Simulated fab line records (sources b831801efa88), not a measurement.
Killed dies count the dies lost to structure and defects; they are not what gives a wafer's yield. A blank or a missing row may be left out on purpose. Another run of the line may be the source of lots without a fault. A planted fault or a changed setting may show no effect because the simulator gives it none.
Which tool is to blame? :: flow gf180mcu :: 36 wafers from 12 lots sampled at 3 of the route's 602 steps

== WHAT THE GAUGES READ, wafer by wafer ==
GF_V5_OVL_MEAS_15. Usual: V5_OVL typically reads -1 nm, with standard deviation 5.9.
lot: L299
measured: day 27 03:14
on: overlay-01
V5_OVL (nm): 3 3 3
flag: 

lot: L303
measured: day 28 20:32
on: overlay-02
V5_OVL (nm): 9 7 10
flag: 

lot: L306
measured: day 29 13:10
on: overlay-02
V5_OVL (nm): 5 -1 -3
flag: 

lot: L307
measured: day 30 03:40
on: overlay-01
V5_OVL (nm): 4 10 9
flag: 

lot: L308
measured: day 30 09:00
on: overlay-02
V5_OVL (nm): -6 -2 -1
flag: 

lot: L310
measured: day 30 17:23
on: overlay-02
V5_OVL (nm): 1 -2 -1
flag: 

lot: L311
measured: day 30 22:27
on: overlay-02
V5_OVL (nm): -12 -12 -11
flag: 

lot: L314
measured: day 31 16:23
on: overlay-01
V5_OVL (nm): -10 -7 -7
flag: 

lot: L315
measured: day 31 21:44
on: overlay-02
V5_OVL (nm): -5 -2 -11
flag: 

lot: L316
measured: day 32 07:03
on: overlay-02
V5_OVL (nm): -15 -7 -9
flag: 

lot: L318
measured: day 32 17:38
on: overlay-01
V5_OVL (nm): 2 3 2
flag: 

lot: L319
measured: day 32 22:02
on: overlay-02
V5_OVL (nm): 1 4 0
flag: 

== WHAT TOOL EACH LOT RAN ON (gives the tool, then ch and the chambers of the sampled wafers, and finally the start) ==
lot: L299
GF_MIM_SPUTTER_01: pvd-sputter-03, day 24 09:38
GF_MIM_CVD_05: pecvd-01 ch 0,1,2, day 24 09:46

lot: L303
GF_MIM_SPUTTER_01: pvd-sputter-04, day 26 07:48
GF_MIM_CVD_05: pecvd-02 ch 1,2, day 26 07:55

lot: L306
GF_MIM_SPUTTER_01: pvd-sputter-04, day 27 00:02
GF_MIM_CVD_05: pecvd-01 ch 0,1,2, day 27 00:09

lot: L307
GF_MIM_SPUTTER_01: pvd-sputter-03, day 27 15:28
GF_MIM_CVD_05: pecvd-01 ch 1,2, day 27 15:35

lot: L308
GF_MIM_SPUTTER_01: pvd-sputter-04, day 27 21:05
GF_MIM_CVD_05: pecvd-02 ch 0,1, day 27 21:12

lot: L310
GF_MIM_SPUTTER_01: pvd-sputter-03, day 28 06:50
GF_MIM_CVD_05: pecvd-01 ch 1,2, day 28 06:57

lot: L311
GF_MIM_SPUTTER_01: pvd-sputter-04, day 28 11:32
GF_MIM_CVD_05: pecvd-02 ch 0,1,2, day 28 11:39

lot: L314
GF_MIM_SPUTTER_01: pvd-sputter-04, day 29 07:22
GF_MIM_CVD_05: pecvd-03 ch 0,1,2, day 29 07:29

lot: L315
GF_MIM_SPUTTER_01: pvd-sputter-04, day 29 13:33
GF_MIM_CVD_05: pecvd-03 ch 0,1, day 29 13:40

lot: L316
GF_MIM_SPUTTER_01: pvd-sputter-03, day 29 23:14
GF_MIM_CVD_05: pecvd-03 ch 0,1,2, day 29 23:22

lot: L318
GF_MIM_SPUTTER_01: pvd-sputter-02, day 30 11:59
GF_MIM_CVD_05: pecvd-03 ch 0,2, day 30 12:06

lot: L319
GF_MIM_SPUTTER_01: pvd-sputter-02, day 30 17:14
GF_MIM_CVD_05: pecvd-03 ch 0,1,2, day 30 17:22
- GF_MIM_SPUTTER_01: material TiN, target thk 30 nm, time 25 s.
- GF_MIM_CVD_05: deposits Si3N4, target thk 42 nm, time 29.086 s.

== AS READ BY THE TOOLS THEMSELVES (means over the sampled wafers that have a number; for cases with no such wafer, the mark the record gives instead) ==
GF_MIM_SPUTTER_01. Usual: chamber-pressure-pa 0.4127 Pa, standard deviation 0.00079; throttle-valve-pct 29.5 %, standard deviation 1.2.
lot: L299
tool: pvd-sputter-03
chamber-pressure-pa (Pa): 0.4125
throttle-valve-pct (%): 29.7
flag: 

lot: L303
tool: pvd-sputter-04
chamber-pressure-pa (Pa): 0.4135
throttle-valve-pct (%): 31.0
flag: 

lot: L306
tool: pvd-sputter-04
chamber-pressure-pa (Pa): 0.4119
throttle-valve-pct (%): 30.3
flag: 

lot: L307
tool: pvd-sputter-03
chamber-pressure-pa (Pa): 0.4123
throttle-valve-pct (%): 28.9
flag: 

lot: L308
tool: pvd-sputter-04
chamber-pressure-pa (Pa): 0.4128
throttle-valve-pct (%): 30.4
flag: 

lot: L310
tool: pvd-sputter-03
chamber-pressure-pa (Pa): 0.4121
throttle-valve-pct (%): 28.4
flag: 

lot: L311
tool: pvd-sputter-04
chamber-pressure-pa (Pa): 0.4136
throttle-valve-pct (%): 30.3
flag: 

lot: L314
tool: pvd-sputter-04
chamber-pressure-pa (Pa): 0.4124
throttle-valve-pct (%): 29.6
flag: 

lot: L315
tool: pvd-sputter-04
chamber-pressure-pa (Pa): 0.4127
throttle-valve-pct (%): 29.0
flag: 

lot: L316
tool: pvd-sputter-03
chamber-pressure-pa (Pa): 0.4129
throttle-valve-pct (%): 28.9
flag: 

lot: L318
tool: pvd-sputter-02
chamber-pressure-pa (Pa): 0.4123
throttle-valve-pct (%): 29.4
flag: 

lot: L319
tool: pvd-sputter-02
chamber-pressure-pa (Pa): 0.4126
throttle-valve-pct (%): 28.8
flag: 

GF_MIM_CVD_05. Usual: 634 W for heater-power-w, sd 77.
lot: L299
tool: pecvd-01
heater-power-w (W): 551
flag: 

lot: L303
tool: pecvd-02
heater-power-w (W): 595
flag: 

lot: L306
tool: pecvd-01
heater-power-w (W): 598
flag: 

lot: L307
tool: pecvd-01
heater-power-w (W): 647
flag: 

lot: L308
tool: pecvd-02
heater-power-w (W): 769
flag: 

lot: L310
tool: pecvd-01
heater-power-w (W): 512
flag: 

lot: L311
tool: pecvd-02
heater-power-w (W): 674
flag: 

lot: L314
tool: pecvd-03
heater-power-w (W): 633
flag: 

lot: L315
tool: pecvd-03
heater-power-w (W): 583
flag: 

lot: L316
tool: pecvd-03
heater-power-w (W): 679
flag: 

lot: L318
tool: pecvd-03
heater-power-w (W): 672
flag: 

lot: L319
tool: pecvd-03
heater-power-w (W): 629
flag: 

== THE ANSWER, worked out from the rows above alone ==
Rule: a lot counts as off when the mean over its wafers that have a number is more than 3 standard deviations away from the usual mean. A lot without any number at a reading at which 4 lots or more have one is off too. Where the step has rows for the other lots, those lots are counted as sound. Order of review: gauges by route order, followed by the tools' own readings, for which a lot's mean as printed above is used. The first step at which some lot is off is used, and at that step the reading that is off furthest; a lot without a number counts as furthest.
Across all readings shown, no lot is off: no conclusion can be drawn from this.

== WHAT WAS PUT IN BY THE SIMULATOR ==
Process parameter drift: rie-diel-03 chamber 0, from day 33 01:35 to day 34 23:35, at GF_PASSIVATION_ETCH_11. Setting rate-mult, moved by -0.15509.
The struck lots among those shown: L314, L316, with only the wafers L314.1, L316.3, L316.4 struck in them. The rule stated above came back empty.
